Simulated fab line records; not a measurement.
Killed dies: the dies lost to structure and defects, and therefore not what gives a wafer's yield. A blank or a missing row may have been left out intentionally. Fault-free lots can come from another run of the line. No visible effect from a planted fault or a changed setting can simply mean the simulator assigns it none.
Matching of chambers -- flow gf180mcu -- rie diel-03 running GF_V5_ETCH_16: 4 sister chambers
The step etches BARC in N2/H2. 14 wafers are shown with their chamber, then 7 later ones without.

WAFERS WITH THEIR CHAMBER
wafer,chamber,oes product au (a.u.),throttle valve pct (%)
L074.2,2,0.855,13.238
L074.3,1,0.860,13.217
L074.4,3,0.858,13.239
L075.3,0,0.854,13.224
L075.5,0,0.851,13.228
L075.6,1,0.861,13.227
L079.1,3,0.858,13.233
L079.3,2,0.857,13.204
L079.4,0,0.856,13.224
L081.1,2,0.851,13.235
L081.3,3,0.857,13.231
L081.4,0,0.847,13.226
L083.1,1,0.854,13.235
L083.3,3,0.856,13.238

SIGNATURES, as means of the wafers listed above
reading,chamber 0,chamber 1,chamber 2,chamber 3,scatter within a chamber
oes product au,0.85200,0.85833,0.85433,0.85725,0.0031
throttle valve pct,13.22550,13.22633,13.22567,13.23525,0.00963
Rule: distance of a wafer from a chamber = root of the sum over the readings of ((wafer's reading minus chamber's mean) / reading's scatter) squared. If the next closest chamber is less than 2 further off than the closest, the wafer can't be placed; otherwise it belongs to the closest. The scatter: the root of (the sum of the squares of (reading less its chamber's mean) over the shown wafers, divided by (wafers less chambers)).

WAFERS WITHOUT THEIR CHAMBER
wafer,oes product au (a.u.),throttle valve pct (%)
L083.6,0.851,13.227
L088.2,0.855,13.217
L088.3,0.858,13.228
L088.6,0.860,13.234
L097.1,0.863,13.236
L097.3,0.855,13.225
L097.4,0.852,13.221

EACH ONE'S CHAMBER
wafer,from the rows above,in truth
L083.6,can't be placed: 0 or 2 or 3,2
L088.2,can't be placed: 2 or 0 or 1 or 3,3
L088.3,can't be placed: 1 or 3 or 2 or 0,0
L088.6,can't be placed: 3 or 1 or 2 or 0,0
L097.1,can't be placed: 1 or 3 or 2 or 0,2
L097.3,can't be placed: 2 or 0 or 1 or 3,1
L097.4,can't be placed: 0 or 2 or 1 or 3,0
Correctly placed: 0 of 7. From these rows, 7 cannot be placed; in 7 the true chamber is one of the candidates. Number placed wrongly: 0.
